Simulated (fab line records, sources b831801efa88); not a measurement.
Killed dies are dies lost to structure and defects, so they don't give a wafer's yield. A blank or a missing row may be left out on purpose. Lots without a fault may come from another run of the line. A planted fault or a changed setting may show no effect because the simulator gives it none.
Which tool did it? | flow sky130 | 14 lots, 42 wafers sampled, at 5 steps of a route of 708

WHAT THE GAUGES READ, wafer by wafer
SKY_POLY_GATE_THK_MEAS_21.
lot  | measured     | on            | POLY_GATE_OXIDATION_THK (nm)
L656 | day 16 10:51 | film_metro-03 | 4.01 4.06 4.11
L657 | day 16 22:44 | film_metro-04 | 4.05 4.15 4.07
L658 | day 16 22:44 | film_metro-03 | 4.08 4.14 4.01
L659 | day 17 13:45 | film_metro-03 | 4.04 4.04 4.02
L660 | day 17 20:01 | film_metro-01 | 3.98 4.11 4.08
L662 | day 18 19:40 | film_metro-01 | 4.11 4.18 4.10
L665 | day 19 20:28 | film_metro-03 | 4.12 4.16 4.13
L666 | day 20 00:16 | film_metro-03 | 4.08 4.06 4.04
L674 | day 23 01:24 | film_metro-01 | 4.03 3.99 4.04
L675 | day 23 07:11 | film_metro-03 | 4.00 4.02 4.07
L676 | day 23 21:22 | film_metro-04 | 3.96 3.94 4.00
L677 | day 24 04:41 | film_metro-01 | 4.16 4.15 4.13
L678 | day 24 14:28 | film_metro-03 | 3.99 3.92 4.03
L679 | day 24 18:31 | film_metro-01 | 3.93 3.95 4.06

SKY_SD_N_OVL_MEAS_08.
lot  | measured     | on         | SD_N_OVL (nm)
L656 | day 27 19:20 | overlay-01 | 2.1 0.4 0.9
L657 | day 28 10:29 | overlay-02 | -0.4 -1.2 0.6
L658 | day 28 10:23 | overlay-01 | -2.4 -0.9 -1.1
L659 | day 28 22:34 | overlay-01 | 2.2 1.3 0.4
L660 | day 29 02:22 | overlay-01 | 1.1 1.0 1.2
L662 | day 30 04:16 | overlay-02 | -1.5 -2.7 -2.5
L665 | day 31 03:04 | overlay-02 | -1.3 -1.0 0.7
L666 | day 31 06:05 | overlay-01 | -1.3 -1.5 -1.6
L674 | day 33 20:53 | overlay-02 | 0.3 -0.1 0.6
L675 | day 34 02:30 | overlay-01 | -2.3 -2.4 -2.5
L676 | day 34 13:38 | overlay-02 | -1.3 2.1 -1.9
L677 | day 34 20:45 | overlay-02 | -0.8 1.6 0.6
L678 | day 35 05:13 | overlay-01 | -2.1 -1.5 -0.9
L679 | day 35 07:26 | overlay-01 | 0.0 -1.2 0.9

SKY_SD_N_TW_MEAS_12.
lot  | measured     | on            | SD_N_TW
L656 | day 27 19:47 | film_metro-04 | 3951 3951 3963
L657 | day 28 10:56 | film_metro-04 | 3958 3940 3950
L658 | day 28 10:49 | film_metro-01 | 4055 4040 4030
L659 | day 28 23:02 | film_metro-04 | 3980 3991 3984
L660 | day 29 02:49 | film_metro-01 | 4025 4018 4028
L662 | day 30 04:42 | film_metro-01 | 4030 4025 4012
L665 | day 31 03:30 | film_metro-01 | 4056 4068 4039
L666 | day 31 06:32 | film_metro-03 | 3982 3990 3989
L674 | day 33 21:19 | film_metro-04 | 3965 3967 3970
L675 | day 34 02:56 | film_metro-04 | 3948 3958 3953
L676 | day 34 14:05 | film_metro-03 | 3992 4002 4011
L677 | day 34 21:12 | film_metro-03 | 3998 4002 4010
L678 | day 35 05:39 | film_metro-03 | 3924 3943 3915
L679 | day 35 07:52 | film_metro-03 | 3947 3931 3939

SKY_VIA1_THK_MEAS_01.
lot  | measured     | on            | VIA1_HDPCVD_THK (nm)
L656 | day 32 17:19 | film_metro-04 | 1047 1056 1048
L657 | day 33 10:01 | film_metro-01 | 1027 1008 1033
L658 | day 33 08:40 | film_metro-01 | 1038 1030 1035
L659 | day 33 21:04 | film_metro-04 | 1031 1037 1038
L660 | day 33 23:18 | film_metro-04 | 1021 1034 1032
L662 | day 34 23:18 | film_metro-01 | 1037 1037 1037
L665 | day 35 22:29 | film_metro-04 | 1031 791 1036
L666 | day 36 01:07 | film_metro-01 | 1029 799 1014
L674 | day 38 12:45 | film_metro-01 | 1026 1021 1024
L675 | day 38 18:20 | film_metro-04 | 1024 1023 1026
L676 | day 39 05:16 | film_metro-01 | 1023 1022 1014
L677 | day 39 12:47 | film_metro-04 | 1006 1024 1012
L678 | day 39 19:58 | film_metro-04 | 1031 1033 1031
L679 | day 39 22:34 | film_metro-04 | 1025 1015 1010

WHICH TOOL RAN EACH LOT (tool, then ch and the chambers of the sampled wafers, then the start)
lot  | SKY_VIA1_HDPCVD_00
L656 | hdpcvd-02 ch 0,1,2, day 32 17:14
L657 | hdpcvd-02 ch 1,2, day 33 09:54
L658 | hdpcvd-01 ch 0,1, day 33 08:33
L659 | hdpcvd-01 ch 0,1, day 33 20:57
L660 | hdpcvd-02 ch 0,2, day 33 23:11
L662 | hdpcvd-02 ch 0,1,2, day 34 23:11
L665 | hdpcvd-02 ch 0,1,2, day 35 22:22
L666 | hdpcvd-02 ch 0,1,2, day 36 00:59
L674 | hdpcvd-01 ch 0,1,2, day 38 12:38
L675 | hdpcvd-01 ch 0,1,2, day 38 18:13
L676 | hdpcvd-01 ch 0,2, day 39 05:09
L677 | hdpcvd-01 ch 0,1,2, day 39 12:42
L678 | hdpcvd-02 ch 0,2, day 39 19:52
L679 | hdpcvd-01 ch 0,1, day 39 22:26
- SKY_VIA1_HDPCVD_00: deposits SiO2, target thk 1030 nm, time 171.7 s.

WHAT THE TOOLS THEMSELVES READ (means of the sampled wafers that have a number; where no wafer has one, the mark that the record gives instead)
The record holds no such reading with a usual standard deviation.

THE ANSWER, worked out from the rows above alone
Rule: what is usual is taken from the lots themselves. Put in order of their means at a reading, lots are off if they are a third of the lots or fewer, leave a main group of 4 or more, and stand apart from it by a gap of 3 or more times the standard deviation of the main group's means; of several such gaps the widest counts. A main group whose means are all the same, to the digits that the tables above print for the reading, isn't used. A lot without any number at a reading at which 4 lots or more have one is off too. The other lots that the step has rows for count as sound. The gauges are gone through in route order, then the tools' own readings, and for those a lot's mean is taken as printed above. The first step at which some lot is off is used, and at that step the reading that is off furthest; a lot without a number counts as furthest.
Off: L665, L666, at SKY_VIA1_THK_MEAS_01 (VIA1_HDPCVD_THK). The main group: mean 1028 nm, standard deviation 9.8.
A tool fits if, at a process step before that reading, it ran every lot that is off, and no sound lot after the first of them. The gauges at SKY_VIA1_THK_MEAS_01 are tried like those tools. None of those tried fits.

WHAT THE SIMULATOR HAD PUT IN
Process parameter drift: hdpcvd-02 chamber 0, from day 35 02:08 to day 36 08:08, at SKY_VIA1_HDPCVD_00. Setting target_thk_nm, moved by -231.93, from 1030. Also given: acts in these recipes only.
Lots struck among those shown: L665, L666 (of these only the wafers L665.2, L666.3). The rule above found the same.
